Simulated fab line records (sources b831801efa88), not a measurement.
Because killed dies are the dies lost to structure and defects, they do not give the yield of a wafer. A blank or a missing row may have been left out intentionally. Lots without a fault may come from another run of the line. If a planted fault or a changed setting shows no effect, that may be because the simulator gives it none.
Problem report in the 8D (eight disciplines) form, filled by code || flow gf180mcu || the parts of the form that need people (team, actions taken, sign-off) are left out

## 1. PROBLEM STATEMENT
Mean POLY_GATE_OXIDATION_THK at GF_POLY_GATE_THK_MEAS_17: 2.94 nm over 6 wafers in 2 lots; fault-free wafers: 3.96 nm, standard deviation 0.066. That puts it -15 standard deviations away from the usual mean.
The first sign was on wafer L466.2 at day 12 00:24, on film-metro-01. The record holds 36 wafers of 12 lots with a number at this step. The rule behind "out" and "out of limits": a value lying over 4 standard deviations away from the usual mean. All remaining wafers that have a number are taken as sound.

## 2. WHAT IT IS; WHAT IT IS NOT
{"question": "which readings at this step", "is": "POLY_GATE_OXIDATION_THK", "is not": "-"}
{"question": "which lots", "is": "L466, L468", "is not": "L457, L458, L459, L463, L471, L473, L476, L477, L478, L480"}
{"question": "which wafers of those lots", "is": "all that have a number", "is not": "-"}
{"question": "read on which gauges", "is": "film-metro-01, film-metro-04", "is not": "film-metro-03"}
{"question": "when", "is": "from day 12 00:24", "is not": "up to then (12 sound wafers); but 18 sound wafers of L471, L473, L476, L477, L478, L480 came after"}

## 3. THE SUSPECTS, EACH WITH WHAT RULES IT OUT
Counting: a tool at a process step up to the reading stays a suspect if it ran every lot that is out and no sound lot after the first of them.
- the gauge at GF_POLY_GATE_THK_MEAS_17 is ruled out. Those wafers that are out were read across 2 gauges (film-metro-01, film-metro-04).
- furnace-01 at GF_POLY_GATE_OXIDATION_16 (stabilise 600 s, purge 300 s, target thk 4 nm): ruled out as a lasting fault. After its first lot that is out, L466 (day 11 23:08), sound lots L476, L477, L478 ran on it.
Left after counting: nothing in the record.

## 4. THE CAUSE (what the simulator had put in)
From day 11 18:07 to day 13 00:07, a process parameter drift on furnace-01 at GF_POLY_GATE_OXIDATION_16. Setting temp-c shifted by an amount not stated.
It was ruled out by counting, in error; the rule expects a fault to strike all lots run on its tool from its start on, and this fault did not.

## 5. THE CHAIN OF EFFECTS, in route order
One row per reading whose mean, taken over the struck wafers that have a number, lies over 3 standard deviations from the usual. Readings are gone through only where the record gives a usual standard deviation; hours: the median, over the lots, of the time from a lot's start at the first step in this table giving one to that lot's start at this step; sigmas: the change measured in usual standard deviations.
{"hours": 0, "step": "GF_POLY_GATE_OXIDATION_16", "reading": "spike-tc-bottom-C", "usual": "866.2 C", "on struck wafers": 845.7, "change": -20.5, "sigmas": -16}
{"hours": 0, "step": "GF_POLY_GATE_OXIDATION_16", "reading": "spike-tc-centre-C", "usual": "850.6 C", "on struck wafers": 828.4, "change": -22.2, "sigmas": -22}
{"hours": 0, "step": "GF_POLY_GATE_OXIDATION_16", "reading": "spike-tc-lower-C", "usual": "850.2 C", "on struck wafers": 829.0, "change": -21.2, "sigmas": -18}
{"hours": 0, "step": "GF_POLY_GATE_OXIDATION_16", "reading": "spike-tc-top-C", "usual": "865.2 C", "on struck wafers": 844.2, "change": -21.0, "sigmas": -19}
{"hours": 0, "step": "GF_POLY_GATE_OXIDATION_16", "reading": "spike-tc-upper-C", "usual": "849.6 C", "on struck wafers": 827.2, "change": -22.4, "sigmas": -23}
{"hours": 0, "step": "GF_POLY_GATE_OXIDATION_16", "reading": "zone-power-lower-pct", "usual": "15.45 %", "on struck wafers": 14.67, "change": -0.78, "sigmas": -5.2}
{"hours": 0, "step": "GF_POLY_GATE_OXIDATION_16", "reading": "zone-power-top-pct", "usual": "31.3 %", "on struck wafers": 29.7, "change": -1.6, "sigmas": -3.1}
{"hours": 0, "step": "GF_POLY_GATE_OXIDATION_16", "reading": "zone-power-upper-pct", "usual": "17.49 %", "on struck wafers": 16.48, "change": -1.01, "sigmas": -5.6}
{"hours": 1, "step": "GF_POLY_GATE_THK_MEAS_17", "reading": "POLY_GATE_OXIDATION_THK", "usual": "3.96 nm", "on struck wafers": 2.94, "change": -1.02, "sigmas": -15}
Process steps it contains:
- GF_POLY_GATE_OXIDATION_16: stabilise 600 s, purge 300 s, target thk 4 nm.
Later measuring or inspecting steps at which every struck wafer that the step has a row for has a number for every such reading, and none has moved that far: GF_M2_RS_MEAS_05, GF_V2_THK_MEAS_03, GF_V2_BOW_MEAS_05.

## 6. WHAT WOULD HAVE CAUGHT IT SOONER
The first out-of-limits reading at a measuring or inspecting step in this record came at day 12 00:24, 6 hours after the fault's start at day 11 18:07.
The tool's own readings at GF_POLY_GATE_OXIDATION_16 were out on every struck wafer that the step has a row for (spike-tc-bottom-C, spike-tc-centre-C, spike-tc-lower-C, spike-tc-top-C, spike-tc-upper-C): an alarm limit on them would have fired on the first of those.
